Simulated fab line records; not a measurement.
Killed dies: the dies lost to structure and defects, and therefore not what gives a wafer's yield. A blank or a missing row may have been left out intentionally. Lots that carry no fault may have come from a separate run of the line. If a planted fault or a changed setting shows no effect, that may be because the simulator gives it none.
fab line records ; flow gf180mcu
record lots=5; wafers=15; last_day=33
route steps=602 shown M2@371 V2@382
lots that met no fault: from a run of the same line without faults
start_h: start of the lot's first displayed wafer, in hours after the record's first day ; wait_h: hours since the lot's step before ; " identical to the entry in the row above ; L1.1+2: a row that stands for several wafers ; - no value, or no start was given ; * or withheld: withheld ; < > ~ a bound
route shown NAME@n: a module of which the file shows steps, and the number in the route of the first ; usual: mean and standard deviation over wafers with no fault ; same: alike in all rows ; chamber/n: place in a boat ; sites: per-site readings ; _std_site: their standard deviation ; _edge_site: the outer-site mean with the inner-site mean subtracted ; radius_mm: for every site, how far away it sits from the centre of the wafer ; mask NAME#n: copy n ; behind: the tool/chamber that last shaped the wafer ; hold: why the lot went on hold/how many hours it stayed there/how the hold came to an end ; device: whichever transistor did not switch (one of n, p or np) ; end of line: the same wafers' tests at the end of the route ; for a step that has no rows: nothing shown but its recipe ; killed: at the first sort, the dies lost to defects and structure; wafer yield is something else ; map: per-die view of a wafer (x killed, . not killed, _ where there is no die)
set.NAME: the setting that was run; set.NAME@STEP: the one run at that earlier step ; model.NAME: the simulator's own value behind a step, which no gauge read
lots seen at some steps along the route; tables by step, rows by wafer
services: a tool's chamber out of use, with start hour (start_h, from the record's first day; less than 0 if before it), hours out, and reason
## steps
# step GF_M2_COAT_09
# recipe resist=KrF; spin_rpm=withheld; resist_thk_nm=1000
lot.wafer;tool;chamber;start_h;wait_h
L076.1+3+5;litho_track-04;0;438.32;0.1
L082.3+4+5;litho_track-01;0;502.34;0.1
L085.2+3+5;litho_track-04;0;543.65;0.1
L088.1+4+5;litho_track-01;0;547.14;0.1
L091.3+4+6;litho_track-01;0;579.29;0.1
# step GF_M2_SOFTBAKE_10
# recipe temp_c=130; time_s=60; resist=KrF
lot.wafer;tool;chamber;start_h;wait_h
L076.1+3+5;litho_track-04;0;438.47;0.1
L082.3+4+5;litho_track-01;0;502.49;0.1
L085.2+3+5;litho_track-04;0;543.80;0.1
L088.1+4+5;litho_track-01;0;547.29;0.1
L091.3+4+6;litho_track-01;0;579.44;0.1
# step GF_M2_EXPOSE_11
# recipe mask_id=Metal2; target_cd_nm=280; na=0.68; source_shape=conventional; sigma_outer=0.6; dose_mj=28
# usual focus_offset_nm=0.1/0.56
lot.wafer;tool;chamber;start_h;wait_h;mask;focus_offset_nm
L076.1;krf_scanner-02;0;-;-;Metal2#0;0.8
L076.3;krf_scanner-02;0;-;-;Metal2#0;1.0
L076.5;krf_scanner-02;0;-;-;Metal2#0;0.7
L082.3;krf_scanner-01;0;-;-;Metal2#0;-0.3
L082.4;krf_scanner-01;0;-;-;Metal2#0;0.5
L082.5;krf_scanner-01;0;-;-;Metal2#0;0.5
L085.2;krf_scanner-01;0;-;-;Metal2#0;0.6
L085.3;krf_scanner-01;0;-;-;Metal2#0;-0.6
L085.5;krf_scanner-01;0;-;-;Metal2#0;-0.2
L088.1;krf_scanner-02;0;-;-;Metal2#0;0.5
L088.4;krf_scanner-02;0;-;-;Metal2#0;0.3
L088.5;krf_scanner-02;0;-;-;Metal2#0;-0.2
L091.3;krf_scanner-02;0;-;-;Metal2#0;0.4
L091.4;krf_scanner-02;0;-;-;Metal2#0;0.3
L091.6;krf_scanner-02;0;-;-;Metal2#0;0.8
# step GF_M2_PEB_12
# recipe peb_temp_c=135; peb_time_s=90; resist=KrF
lot.wafer;tool;chamber;start_h;wait_h
L076.1+3+5;litho_track-04;0;-;-
L082.3+4+5;litho_track-04;0;-;-
L085.2+3+5;litho_track-04;0;-;-
L088.1+4+5;litho_track-03;0;-;-
L091.3+4+6;litho_track-03;0;-;-
# step GF_M2_DEVELOP_13
# recipe develop_time_s=60; dev_temp_c=21
lot.wafer;tool;chamber;start_h;wait_h
L076.1+3+5;litho_track-04;0;449.57;0.2
L082.3+4+5;litho_track-04;0;514.12;0.1
L085.2+3+5;litho_track-04;0;554.90;0.2
L088.1+4+5;litho_track-03;0;558.77;0.2
L091.3+4+6;litho_track-03;0;589.92;0.1
# step GF_M2_CD_MEAS_14
# recipe target_cd_nm=280
# usual cd_nm=279.9/1.2
lot.wafer;tool;chamber;start_h;wait_h;cd_nm
L076.1;cd_sem-01;-;449.72;0.1;280.1
L076.3;cd_sem-01;-;449.72;0.1;279.7
L076.5;cd_sem-01;-;449.72;0.1;279.9
L082.3;cd_sem-02;-;514.26;0.1;279.2
L082.4;cd_sem-02;-;514.26;0.1;278.9
L082.5;cd_sem-02;-;514.26;0.1;279.6
L085.2;cd_sem-02;-;555.04;0.1;281.1
L085.3;cd_sem-02;-;555.04;0.1;280.9
L085.5;cd_sem-02;-;555.04;0.1;278.9
L088.1;cd_sem-01;-;558.92;0.1;282.6
L088.4;cd_sem-01;-;558.92;0.1;282.1
L088.5;cd_sem-01;-;558.92;0.1;282.5
L091.3;cd_sem-02;-;590.06;0.1;281.8
L091.4;cd_sem-02;-;590.06;0.1;283.0
L091.6;cd_sem-02;-;590.06;0.1;282.2
# step GF_M2_OVL_MEAS_15
# usual M2_OVL=2/5.5
lot.wafer;tool;chamber;start_h;wait_h;M2_OVL[nm]
L076.1;overlay-01;-;449.84;0.1;-12
L076.3;overlay-01;-;449.84;0.1;-5
L076.5;overlay-01;-;449.84;0.1;-9
L082.3;overlay-01;-;514.35;0.1;-3
L082.4;overlay-01;-;514.35;0.1;-2
L082.5;overlay-01;-;514.35;0.1;-1
L085.2;overlay-01;-;555.15;0.1;0
L085.3;overlay-01;-;555.15;0.1;2
L085.5;overlay-01;-;555.15;0.1;5
L088.1;overlay-02;-;559.04;0.1;-4
L088.4;overlay-02;-;559.04;0.1;-14
L088.5;overlay-02;-;559.04;0.1;2
L091.3;overlay-02;-;590.16;0.1;6
L091.4;overlay-02;-;590.16;0.1;-11
L091.6;overlay-02;-;590.16;0.1;-4
# step GF_M2_METAL_ETCH_16
# recipe chemistry=Cl2/BCl3; mask_material=KrF; target_depth_nm=750.8; stop_on=SiO2; pressure_mtorr=8; icp_w=800; bias_w=140; Cl2_flow_sccm=80; bcl3_flow_sccm=40; time_s=125.1
# usual drypump_motor_current_A=5.6/0.37; oes_product_au=0.993/0.0063; rf_fwd_power_W=796.5/2.4; throttle_valve_pct=28.227/0.0099
lot.wafer;tool;chamber;start_h;wait_h;drypump_motor_current_A;oes_product_au;rf_fwd_power_W;rf_hours_counter_h;throttle_valve_pct
L076.1;rie_metal-03;1;449.88;0.0;5.8;0.990;796.8;7;28.212
L076.3;rie_metal-03;1;449.88;0.0;5.8;0.997;798.1;-;28.218
L076.5;rie_metal-03;1;449.88;0.0;5.8;0.994;796.8;-;28.250
L082.3;rie_metal-03;1;514.42;0.1;5.8;0.999;796.1;-;28.225
L082.4;rie_metal-03;0;514.42;0.1;5.5;0.974;793.7;-;28.236
L082.5;rie_metal-03;1;514.42;0.1;5.8;0.999;799.0;-;28.214
L085.2;rie_metal-04;0;555.18;0.0;4.9;0.999;799.4;10;28.223
L085.3;rie_metal-04;1;555.18;0.0;5.9;0.982;797.0;-;28.232
L085.5;rie_metal-04;1;555.18;0.0;5.9;0.993;799.0;-;28.216
L088.1;rie_metal-02;1;559.08;0.0;5.5;0.995;793.0;2;28.214
L088.4;rie_metal-02;1;559.08;0.0;5.5;0.999;795.9;-;28.207
L088.5;rie_metal-02;0;559.08;0.0;6.0;0.998;795.7;-;28.216
L091.3;rie_metal-02;1;590.22;0.1;5.5;0.993;794.3;-;28.218
L091.4;rie_metal-02;0;590.22;0.1;6.1;0.999;796.1;-;28.218
L091.6;rie_metal-02;1;590.22;0.1;5.5;0.992;795.2;-;28.223
# step GF_M2_STRIP_17
# recipe chemistry=O2/N2; power_w=1400; pressure_mtorr=1500; platen_temp_c=250; o2_flow_sccm=3000; n2_flow_sccm=300; overash_fraction=0.5
# usual drypump_motor_current_A=6.2/0.44; heater_power_w=336/40; oes_product_au=0.536/0.0056; strip_time_to_endpoint_s=7.34/0.058
lot.wafer;tool;chamber;start_h;wait_h;drypump_motor_current_A;heater_power_w;oes_product_au;rf_hours_counter_h;strip_time_to_endpoint_s
L076.1;plasma_asher-04;1;450.01;0.1;6.0;284;0.541;66;7.34
L076.3;plasma_asher-04;0;450.01;0.1;5.9;294;0.526;-;7.33
L076.5;plasma_asher-04;1;450.01;0.1;6.0;295;0.530;-;7.32
L082.3;plasma_asher-03;1;514.54;0.1;6.6;380;0.523;-;7.30
L082.4;plasma_asher-03;0;514.54;0.1;5.6;304;0.537;-;7.43
L082.5;plasma_asher-03;1;514.54;0.1;6.6;385;0.530;-;7.30
L085.2;plasma_asher-01;1;555.31;0.1;6.3;373;0.543;12;7.30
L085.3;plasma_asher-01;0;555.31;0.1;6.6;326;0.532;-;7.36
L085.5;plasma_asher-01;0;555.31;0.1;6.7;315;0.534;-;7.36
L088.1;plasma_asher-03;0;559.21;0.1;5.6;306;0.532;46;7.22
L088.4;plasma_asher-03;0;559.21;0.1;5.6;304;0.524;-;7.24
L088.5;plasma_asher-03;0;559.21;0.1;5.6;298;0.532;-;7.29
L091.3;plasma_asher-03;0;590.34;0.1;5.6;298;0.529;-;7.29
L091.4;plasma_asher-03;1;590.34;0.1;6.6;390;0.536;-;7.32
L091.6;plasma_asher-03;0;590.34;0.1;5.5;296;0.537;-;7.36
# step GF_M2_STRIP_18
# recipe chemistry=post_etch_residue_remover; time_s=1200; temp_c=72.5
# usual bath_heat_duty_pct=13.9/1.1
lot.wafer;tool;chamber;start_h;wait_h;bath_heat_duty_pct
L076.1;wet_bench-01;0;450.11;0.1;14.1
L076.3;wet_bench-01;0;450.11;0.1;14.1
L076.5;wet_bench-01;0;450.11;0.1;13.9
L082.3;wet_bench-04;3;514.61;0.0;13.9
L082.4;wet_bench-04;3;514.61;0.0;14.1
L082.5;wet_bench-04;3;514.61;0.0;13.6
L085.2;wet_bench-02;0;555.41;0.1;12.4
L085.3;wet_bench-02;0;555.41;0.1;11.9
L085.5;wet_bench-02;0;555.41;0.1;12.7
L088.1;wet_bench-02;3;559.31;0.1;14.2
L088.4;wet_bench-02;3;559.31;0.1;13.8
L088.5;wet_bench-02;3;559.31;0.1;12.1
L091.3;wet_bench-04;2;590.41;0.0;15.7
L091.4;wet_bench-04;2;590.41;0.0;15.1
L091.6;wet_bench-04;2;590.41;0.0;15.3
# step GF_M2_CLEAN_19
# recipe chemistry=DIW; dry=n2_spin
lot.wafer;tool;chamber;start_h;wait_h
L076.1+3+5;wet_bench-02;1;450.45;0.0
L082.3+4+5;wet_bench-02;2;514.95;0.0
L085.2+3+5;wet_bench-04;2;555.75;0.0
L088.1+4+5;wet_bench-04;3;559.65;0.0
L091.3+4+6;wet_bench-01;0;590.75;0.0
# step GF_V2_CVD_00
# recipe material=SiO2; target_thk_nm=600; sigma_open_frac=0.3; temp_c=400; time_s=100; sih4_flow_sccm=60; pressure_mtorr=6
lot.wafer;tool;chamber;start_h;wait_h
L076.1+3+5;hdpcvd-02;1,0,0;450.54;0.0
L082.3+4+5;hdpcvd-02;1,0,1;515.04;0.0
L085.2+3+5;hdpcvd-02;2,0,2;555.84;0.0
L088.1+4+5;hdpcvd-02;0,1,0;559.74;0.0
L091.3+4+6;hdpcvd-02;1,1,2;590.86;0.0
# step GF_V2_THK_MEAS_01
# recipe reads=SiO2_of_V2_CVD_00
# usual V2_CVD_00_THK=603/8
lot.wafer;tool;chamber;start_h;wait_h;V2_CVD_00_THK[nm]
L076.1;film_metro-04;-;450.61;0.0;606
L076.3;film_metro-04;-;450.61;0.0;610
L076.5;film_metro-04;-;450.61;0.0;607
L082.3;film_metro-01;-;515.13;0.1;597
L082.4;film_metro-01;-;515.13;0.1;601
L082.5;film_metro-01;-;515.13;0.1;595
L085.2;film_metro-03;-;555.92;0.0;594
L085.3;film_metro-03;-;555.92;0.0;607
L085.5;film_metro-03;-;555.92;0.0;595
L088.1;film_metro-03;-;559.81;0.0;597
L088.4;film_metro-03;-;559.81;0.0;615
L088.5;film_metro-03;-;559.81;0.0;601
L091.3;film_metro-03;-;590.95;0.1;609
L091.4;film_metro-03;-;590.95;0.1;604
L091.6;film_metro-03;-;590.95;0.1;599
# step GF_V2_CVD_02
# recipe material=SiO2; target_thk_nm=850; precursor=TEOS; temp_c=400; time_s=94.851; rf_w=600
# usual heater_power_outer_w=339/52; heater_power_w=616/83; rf_fwd_power_W=596.2/2.1
lot.wafer;tool;chamber;start_h;wait_h;heater_power_outer_w;heater_power_w;rf_fwd_power_W
L076.1;pecvd-01;1;450.67;0.1;345;572;599.5
L076.3;pecvd-01;0;450.67;0.1;382;670;594.9
L076.5;pecvd-01;0;450.67;0.1;293;535;594.3
L082.3;pecvd-01;2;515.17;0.0;377;625;595.3
L082.4;pecvd-01;0;515.17;0.0;289;546;593.1
L082.5;pecvd-01;1;515.17;0.0;348;561;604.2
L085.2;pecvd-04;2;555.97;0.0;345;629;599.5
L085.3;pecvd-04;0;555.97;0.0;213;404;599.1
L085.5;pecvd-04;2;555.97;0.0;369;687;596.9
L088.1;pecvd-01;1;559.87;0.1;329;536;598.6
L088.4;pecvd-01;1;559.87;0.1;346;550;596.9
L088.5;pecvd-01;0;559.87;0.1;391;672;597.8
L091.3;pecvd-01;2;591.03;0.1;342;546;598.3
L091.4;pecvd-01;0;591.03;0.1;299;557;596.1
L091.6;pecvd-01;2;591.03;0.1;396;618;598.9
## services
tool;chamber;start_h;hours;kind
plasma_asher-03;-;419.81;4.1;repair
plasma_asher-01;-;421.33;9.0;pm
rie_metal-02;0;422.51;13.6;repair
krf_scanner-02;-;430.84;1.3;pm
krf_scanner-02;-;436.90;0.8;pm
pecvd-04;2;444.31;10.5;repair
rie_metal-03;-;451.76;0.2;repair
krf_scanner-01;-;452.02;1.0;pm
pecvd-04;1;454.45;9.2;repair
krf_scanner-02;-;476.48;36.0;pm
plasma_asher-03;-;479.70;1.5;repair
krf_scanner-02;-;512.48;1.0;pm
krf_scanner-01;-;530.57;0.1;repair
pecvd-01;1;534.78;17.8;repair
hdpcvd-02;-;535.59;2.8;pm
hdpcvd-02;-;539.25;15.0;pm
krf_scanner-02;-;541.51;0.4;repair
hdpcvd-02;-;542.50;1.4;repair
krf_scanner-01;-;550.64;0.8;pm
krf_scanner-01;-;556.76;1.0;pm
krf_scanner-01;-;562.37;1.3;pm
rie_metal-02;1;576.41;13.0;repair
krf_scanner-01;-;579.24;0.6;repair
pecvd-01;1;584.76;20.6;repair
## key
fault none
